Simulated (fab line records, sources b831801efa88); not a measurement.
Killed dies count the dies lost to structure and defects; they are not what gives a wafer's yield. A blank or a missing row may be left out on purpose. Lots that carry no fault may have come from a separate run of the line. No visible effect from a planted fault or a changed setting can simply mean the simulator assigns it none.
fab line records	flow sfqLine
record lots=15	wafers=45	lastDay=96
route steps=325 shown L0V@26 M0@29 I0@54 M1@59
lots with no fault: from the same line, run without faults
startH: hours from the record's opening day to when the first of the lot's shown wafers began	waitH: hours from the lot's prior step to this one	" repeats the value in the row above	L1.1+2: a single row standing in for several wafers	- either no value or no given start	* or withheld: withheld	< > ~ a bound
route shown NAME@n: NAME is a module with steps in the file, n the number in the route of the first one	usual: mean/standard deviation taken from wafers without a fault	same: alike in all rows	chamber/n: place in a boat	sites: per-site readings	_std_site: standard deviation of those values	_edge_site: mean of outer sites minus mean of inner sites	radiusMm: for every site, how far away it sits from the centre of the wafer	mask NAME#n: copy n	behind: the last tool/chamber to shape the wafer	hold: the reason the lot was held/the length of the hold in hours/how it ended	device: the transistor (n, p or np) that didn't switch	end of line: the same wafers' tests at the end of the route	step lacking rows: just its recipe	killed: dies lost to structure and defects at the first sort, not the wafer's yield	map: the dies of a wafer, with x for killed, . for not killed, _ for no die there
set.NAME: the setting as run; set.NAME@STEP: as run at that earlier step	model.NAME: the simulator's own value behind a step, which no gauge read
route steps across a sampled set of lots; one table per step, one row per wafer
services: a tool's chamber out of use, with start hour (startH, from the record's first day; less than 0 if before it), hours out, and reason
## steps
# step SFQ_TRILAYER_L0_VIA_STRIP_STRIP_017
# recipe gas=O2	powerW=200	platenTempC=40	overashFraction=0.65	chemistry=O2	pressureMtorr=50
# usual chamberPressureMTorr=50.00/0.044	drypumpMotorCurrentA=5.94/0.29	oesProductAu=1.000/0.0076
lot.wafer	tool	chamber	startH	waitH	chamberPressureMTorr	drypumpMotorCurrentA	oesProductAu	rfHoursCounterH
L704.1	rieMetal-01	1	179.05	-	49.92	5.86	1.009	174
L704.5	"	1	"	"	49.98	5.85	1.011	-
L704.6	"	0	"	"	50.03	5.68	1.015	-
L705.2	rieMetal-03	0	186.25	-	49.99	6.33	0.999	119
L705.3	"	1	"	"	49.97	5.81	0.989	-
L705.4	"	0	"	"	49.91	6.33	0.999	-
L706.1	rieMetal-03	1	192.25	-	50.03	5.80	1.005	50
L706.2	"	0	"	"	49.99	6.34	0.999	121
L706.5	"	1	"	"	50.02	5.80	1.002	-
L708.1	rieMetal-01	0	206.65	-	49.96	5.62	1.007	97
L708.4	"	0	"	"	50.06	5.62	0.998	-
L708.6	"	1	"	"	49.98	5.86	1.008	-
L709.3	rieMetal-03	0	214.58	-	50.07	6.34	1.012	-
L709.4	"	1	"	"	49.99	5.82	0.995	-
L709.6	"	1	"	"	49.99	5.81	1.004	-
L710.1	rieMetal-03	0	223.98	-	49.92	6.35	1.003	127
L710.5	"	0	"	"	49.98	6.32	1.003	-
L710.6	"	1	"	"	49.97	5.82	0.999	-
L711.4	rieMetal-03	1	228.98	-	50.04	5.83	0.996	-
L711.5	"	0	"	"	50.02	6.33	1.004	-
L711.6	"	1	"	"	50.08	5.81	1.007	-
L712.1	rieMetal-03	0	234.78	-	49.92	6.36	1.001	129
L712.4	"	0	"	"	49.97	6.35	1.004	-
L712.6	"	1	"	"	50.03	5.82	0.993	-
L713.2	rieMetal-03	0	238.38	-	50.04	6.34	1.006	130
L713.5	"	1	"	"	50.02	5.82	0.988	-
L713.6	"	0	"	"	50.05	6.35	1.002	-
L716.1	rieMetal-03	0	258.14	-	49.97	6.32	1.008	133
L716.2	"	1	"	"	50.00	5.81	0.994	63
L716.4	"	0	"	"	50.00	6.32	1.000	-
L719.1	rieMetal-04	0	278.70	-	50.03	5.66	0.993	13
L719.2	"	1	"	"	49.93	6.43	1.000	138
L719.4	"	0	"	"	49.98	5.66	0.994	-
L723.3	rieMetal-04	0	319.77	-	50.01	5.69	0.985	-
L723.5	"	1	"	"	49.96	6.39	0.997	-
L723.6	"	0	"	"	50.07	5.70	0.980	-
L724.2	rieMetal-04	1	323.17	-	49.98	6.35	0.993	144
L724.4	"	0	"	"	49.89	5.69	0.990	-
L724.6	"	0	"	"	49.95	5.68	0.983	-
L725.4	rieMetal-04	0	328.57	-	49.95	5.70	0.990	-
L725.5	"	0	"	"	49.98	5.68	0.991	-
L725.6	"	0	"	"	49.95	5.67	0.995	-
L726.2	rieMetal-03	0	335.30	-	50.04	6.33	1.001	146
L726.5	"	1	"	"	49.93	5.79	0.989	-
L726.6	"	0	"	"	50.08	6.32	1.000	-
# step SFQ_TRILAYER_M0_DEP_SPUTTER_019
# recipe material=Nb	basePressurePa=1.33e-06	chamberPressurePa=0.1333	substrateTempC=20	resputterCathodeVoltageV=400	targetThkNm=200	powerW=2000	timeS=133.3
# usual basePressurePa=1.32e-06/8.9e-08	cathodeDcPowerW=2000.0/0.34	chamberPressurePa=0.13329/0.00028	throttleValvePct=29.8/1
lot.wafer	tool	chamber	startH	waitH	basePressurePa	cathodeDcPowerW	chamberPressurePa	throttleValvePct
L704.1	pvdSputter-03	-	179.85	0.0	1.36e-06	2000.0	0.13329	29.7
L704.5	"	-	"	"	1.23e-06	2000.6	0.13321	30.1
L704.6	"	-	"	"	1.29e-06	2000.0	0.13287	29.4
L705.2	pvdSputter-06	-	187.05	0.0	1.4e-06	2000.1	0.13325	29.5
L705.3	"	-	"	"	1.26e-06	1999.8	0.13331	28.7
L705.4	"	-	"	"	1.37e-06	2000.3	0.13363	31.7
L706.1	pvdSputter-05	-	193.05	0.0	1.28e-06	1999.9	0.13282	27.9
L706.2	"	-	"	"	1.21e-06	1999.5	0.13302	30.7
L706.5	"	-	"	"	1.34e-06	1999.9	0.13343	30.9
L708.1	pvdSputter-05	-	207.45	0.0	1.37e-06	2000.4	0.13297	31.1
L708.4	"	-	"	"	1.38e-06	1999.4	0.13359	30.8
L708.6	"	-	"	"	1.27e-06	2000.6	0.13237	30.9
L709.3	pvdSputter-05	-	215.18	0.0	1.27e-06	2000.0	0.13346	28.9
L709.4	"	-	"	"	1.29e-06	2000.0	0.13317	30.7
L709.6	"	-	"	"	1.3e-06	2000.7	0.1334	30.7
L710.1	pvdSputter-03	-	224.78	0.0	1.48e-06	1999.6	0.13367	29.6
L710.5	"	-	"	"	1.23e-06	2000.1	0.13365	30.2
L710.6	"	-	"	"	1.25e-06	2000.3	0.13399	30.2
L711.4	pvdSputter-03	-	229.58	0.0	1.38e-06	2000.4	0.13331	29.2
L711.5	"	-	"	"	1.4e-06	2000.1	0.13307	30.0
L711.6	"	-	"	"	1.31e-06	2000.4	0.13352	29.6
L712.1	pvdSputter-03	-	235.60	0.0	1.21e-06	2000.3	0.13368	29.4
L712.4	"	-	"	"	1.52e-06	2000.5	0.13323	30.3
L712.6	"	-	"	"	1.42e-06	2000.2	0.13311	29.7
L713.2	pvdSputter-06	-	239.18	0.0	1.35e-06	2000.2	0.13307	29.0
L713.5	"	-	"	"	1.39e-06	2000.0	0.13344	29.5
L713.6	"	-	"	"	1.32e-06	2000.3	0.13376	32.0
L716.1	pvdSputter-05	-	258.94	0.0	1.33e-06	1999.8	0.13335	29.0
L716.2	"	-	"	"	1.24e-06	2000.0	0.13363	27.9
L716.4	"	-	"	"	1.24e-06	1999.3	0.13302	30.5
L719.1	pvdSputter-06	-	279.50	0.0	1.25e-06	2000.4	0.13331	28.8
L719.2	"	-	"	"	1.28e-06	2000.3	0.1333	32.0
L719.4	"	-	"	"	1.37e-06	2000.2	0.13333	31.8
L723.3	pvdSputter-05	-	320.37	0.0	1.23e-06	2000.2	0.10175	35.0
L723.5	"	-	"	"	1.33e-06	1999.4	0.10128	35.5
L723.6	"	-	"	"	1.29e-06	2000.0	0.1017	33.5
L724.2	pvdSputter-05	-	324.37	0.0	1.22e-06	2000.6	0.10161	32.2
L724.4	"	-	"	"	1.35e-06	2000.2	0.10148	33.4
L724.6	"	-	"	"	1.19e-06	2000.0	0.10186	33.3
L725.4	pvdSputter-05	-	329.37	0.0	1.38e-06	2000.0	0.10119	32.3
L725.5	"	-	"	"	1.37e-06	2000.1	0.1012	35.1
L725.6	"	-	"	"	1.1e-06	1999.5	0.10152	35.5
L726.2	pvdSputter-06	-	336.10	0.0	1.19e-06	1999.8	0.13329	28.5
L726.5	"	-	"	"	1.24e-06	1999.8	0.13304	28.9
L726.6	"	-	"	"	1.28e-06	1999.7	0.13286	32.1
# step SFQ_TRILAYER_I0_VIA_BARC_OPEN_VIA_ETCH_046
# recipe maskMaterial=PR	chemistry=O2	targetDepthNm=125	target=BARC	sourceW=500	biasW=80	pressureMtorr=30	timeS=41.7
# usual chamberPressureMTorr=29.998/0.028	drypumpMotorCurrentA=5.9/0.41	oesProductAu=0.686/0.0044
lot.wafer	tool	chamber	startH	waitH	chamberPressureMTorr	drypumpMotorCurrentA	oesProductAu	rfHoursCounterH
L704.1	rieDiel-03	1	407.33	0.0	30.015	5.5	0.688	82
L704.5	"	2	"	"	29.998	6.5	0.690	-
L704.6	"	1	"	"	29.949	5.5	0.691	-
L705.2	rieDiel-04	1	425.46	0.0	30.011	5.3	0.684	42
L705.3	"	0	"	"	29.983	6.0	0.686	86
L705.4	"	3	"	"	30.000	5.6	0.687	5
L706.1	rieDiel-01	1	432.66	0.0	30.040	5.9	0.685	13
L706.2	"	2	"	"	30.024	6.2	0.683	48
L706.5	"	2	"	"	30.005	6.1	0.686	-
L708.1	rieDiel-01	2	464.91	0.0	29.994	6.2	0.686	49
L708.4	"	0	"	"	30.031	5.4	0.685	85
L708.6	"	0	"	"	30.006	5.4	0.680	-
L709.3	rieDiel-01	2	475.57	0.0	30.018	6.2	0.690	49
L709.4	"	0	"	"	30.008	5.4	0.684	85
L709.6	"	1	"	"	29.970	5.9	0.686	-
L710.1	rieDiel-01	1	491.17	0.0	29.983	5.9	0.677	14
L710.5	"	0	"	"	30.025	5.5	0.690	-
L710.6	"	3	"	"	29.954	5.3	0.690	-
L711.4	rieDiel-01	2	501.16	0.0	30.006	6.1	0.689	49
L711.5	"	2	"	"	30.032	6.1	0.678	-
L711.6	"	3	"	"	30.020	5.3	0.692	-
L712.1	rieDiel-01	2	511.96	0.0	30.019	6.1	0.682	49
L712.4	"	1	"	"	29.995	6.0	0.686	14
L712.6	"	1	"	"	30.017	6.0	0.678	-
L713.2	rieDiel-03	1	514.36	0.0	29.956	5.5	0.693	84
L713.5	"	3	"	"	30.038	6.2	0.689	-
L713.6	"	0	"	"	30.032	6.4	0.687	-
L716.1	rieDiel-01	2	543.16	0.0	30.042	6.1	0.682	50
L716.2	"	0	"	"	30.021	5.4	0.684	86
L716.4	"	1	"	"	29.994	6.0	0.682	15
L719.1	rieDiel-03	0	569.91	0.0	30.007	6.4	0.687	14
L719.2	"	2	"	"	29.993	6.5	0.689	34
L719.4	"	1	"	"	29.971	5.5	0.685	84
L723.3	rieDiel-04	3	622.44	0.0	29.969	5.5	0.690	7
L723.5	"	2	"	"	29.965	6.2	0.689	-
L723.6	"	3	"	"	30.007	5.5	0.684	-
L724.2	rieDiel-03	3	629.64	0.0	30.023	6.2	0.682	2
L724.4	"	2	"	"	29.964	6.5	0.681	35
L724.6	"	0	"	"	29.998	6.4	0.681	-
L725.4	rieDiel-04	1	636.84	0.0	29.983	5.3	0.681	45
L725.5	"	1	"	"	29.989	5.3	0.685	-
L725.6	"	0	"	"	29.962	6.0	0.687	-
L726.2	rieDiel-03	3	642.84	0.0	30.033	6.2	0.691	3
L726.5	"	0	"	"	30.025	6.4	0.682	-
L726.6	"	1	"	"	29.990	5.5	0.694	-
# step SFQ_TRILAYER_M1_DEP_SPUTTER_037
# recipe material=Nb	basePressurePa=1.33e-06	chamberPressurePa=0.1333	substrateTempC=20	resputterCathodeVoltageV=400	targetThkNm=200	powerW=2000	timeS=133.3
# usual basePressurePa=1.32e-06/8.3e-08	cathodeDcPowerW=2000.0/0.33	chamberPressurePa=0.13328/0.00028	throttleValvePct=29.7/1.1
lot.wafer	tool	chamber	startH	waitH	basePressurePa	cathodeDcPowerW	chamberPressurePa	throttleValvePct
L704.1	pvdSputter-04	-	408.89	0.0	1.47e-06	2000.4	0.13319	28.9
L704.5	"	-	"	"	1.47e-06	2000.2	0.13336	29.0
L704.6	"	-	"	"	1.34e-06	1999.9	0.13318	30.4
L705.2	pvdSputter-04	-	426.45	0.0	1.34e-06	2000.5	0.1338	30.4
L705.3	"	-	"	"	1.47e-06	1999.8	0.13282	30.3
L705.4	"	-	"	"	1.35e-06	2000.0	0.13359	29.6
L706.1	pvdSputter-05	-	433.62	0.0	1.18e-06	1999.3	0.13373	30.6
L706.2	"	-	"	"	1.3e-06	1999.9	0.13324	31.1
L706.5	"	-	"	"	1.22e-06	2000.4	0.13319	28.2
L708.1	pvdSputter-05	-	466.48	0.0	1.31e-06	1999.8	0.13308	30.9
L708.4	"	-	"	"	1.29e-06	2000.4	0.13388	30.3
L708.6	"	-	"	"	1.37e-06	1999.6	0.13362	28.1
L709.3	pvdSputter-04	-	476.54	0.0	1.5e-06	2000.3	0.1333	29.7
L709.4	"	-	"	"	1.4e-06	2000.0	0.13323	30.6
L709.6	"	-	"	"	1.39e-06	2000.2	0.13342	28.7
L710.1	pvdSputter-05	-	492.12	0.0	1.38e-06	1999.8	0.13344	28.2
L710.5	"	-	"	"	1.31e-06	1999.9	0.13316	28.0
L710.6	"	-	"	"	1.33e-06	1999.8	0.13355	29.4
L711.4	pvdSputter-04	-	502.12	0.0	1.26e-06	2000.4	0.13338	30.3
L711.5	"	-	"	"	1.32e-06	2000.4	0.13302	30.6
L711.6	"	-	"	"	1.26e-06	1999.4	0.13358	30.3
L712.1	pvdSputter-04	-	512.92	0.0	1.5e-06	2000.1	0.13328	28.5
L712.4	"	-	"	"	1.27e-06	1999.9	0.13354	30.3
L712.6	"	-	"	"	1.28e-06	2000.1	0.13351	30.4
L713.2	pvdSputter-05	-	515.49	0.0	1.3e-06	1999.7	0.13345	29.3
L713.5	"	-	"	"	1.46e-06	1999.6	0.13345	30.6
L713.6	"	-	"	"	1.45e-06	2000.0	0.13267	30.7
L716.1	pvdSputter-04	-	544.12	0.0	1.37e-06	2000.2	0.13316	30.3
L716.2	"	-	"	"	1.33e-06	1999.7	0.13309	28.7
L716.4	"	-	"	"	1.4e-06	2000.1	0.13311	29.6
L719.1	pvdSputter-04	-	570.90	0.0	1.33e-06	2000.2	0.13288	28.8
L719.2	"	-	"	"	1.32e-06	1999.9	0.1335	30.1
L719.4	"	-	"	"	1.23e-06	2000.2	0.13322	30.5
L723.3	pvdSputter-06	-	623.58	0.0	1.4e-06	1999.7	0.13382	29.4
L723.5	"	-	"	"	1.22e-06	2000.0	0.13366	29.6
L723.6	"	-	"	"	1.32e-06	1999.7	0.13342	31.9
L724.2	pvdSputter-06	-	630.60	0.0	1.31e-06	1999.6	0.13296	31.9
L724.4	"	-	"	"	1.37e-06	2000.2	0.13304	28.7
L724.6	"	-	"	"	1.5e-06	2000.1	0.13341	28.6
L725.4	pvdSputter-06	-	637.80	0.0	1.36e-06	1999.6	0.13311	29.0
L725.5	"	-	"	"	1.43e-06	1999.8	0.13356	28.9
L725.6	"	-	"	"	1.56e-06	1999.9	0.1333	32.0
L726.2	pvdSputter-05	-	643.80	0.0	1.31e-06	2000.2	0.13341	28.0
L726.5	"	-	"	"	1.34e-06	2000.1	0.13334	28.2
L726.6	"	-	"	"	1.39e-06	1999.4	0.13358	29.0
## services
tool	chamber	startH	hours	kind
pvdSputter-04	-	184.58	4.4	repair
pvdSputter-06	-	188.81	2.2	repair
rieDiel-01	3	249.28	4.8	repair
rieDiel-01	0	256.69	2.1	repair
rieDiel-01	1	278.51	1.3	repair
rieMetal-03	1	330.77	1.0	repair
rieMetal-03	1	338.88	2.1	repair
rieDiel-01	2	387.21	3.2	repair
pvdSputter-05	-	394.59	1.0	repair
rieDiel-01	2	422.88	5.2	repair
pvdSputter-06	-	429.79	3.8	repair
rieDiel-01	0	440.85	7.1	repair
pvdSputter-05	-	455.33	2.0	repair
pvdSputter-05	-	478.65	7.6	repair
pvdSputter-06	-	481.36	7.0	repair
rieMetal-03	-	499.13	1.2	repair
pvdSputter-05	-	520.24	4.4	repair
rieDiel-01	1	532.66	10.4	repair
rieDiel-01	0	565.83	6.3	repair
pvdSputter-06	-	567.74	1.5	repair
rieDiel-01	3	575.33	6.3	repair
pvdSputter-06	-	580.19	5.8	repair
rieDiel-01	2	611.94	6.7	repair
pvdSputter-05	-	616.95	0.7	repair
## key
firstSign step=SFQ_TRILAYER_M0_DEP_SPUTTER_019	reading=chamberPressurePa	direction=down	sigmas=99+	usual=0.13329	struck=0.10151
effect step=SFQ_TRILAYER_M0_DEP_SPUTTER_019	reading=throttleValvePct	direction=up	sigmas=4	usual=29.8	struck=34.0
metAt SFQ_TRILAYER_M0_DEP_SPUTTER_019
struckLots L723,L724,L725
notActingAt SFQ_TRILAYER_L0_VIA_STRIP_STRIP_017,SFQ_TRILAYER_I0_VIA_BARC_OPEN_VIA_ETCH_046,SFQ_TRILAYER_M1_DEP_SPUTTER_037
onsetBetween 258.94 320.37
fault kind=processParameterDrift	tool=pvdSputter-05	chamber=-	onsetH=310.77	steps=SFQ_TRILAYER_M0_DEP_SPUTTER_019	channel=chamberPressurePa	offset=-0.031808	shape=step	endH=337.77	actsIn=theseRecipesOnly	stated=0.1333
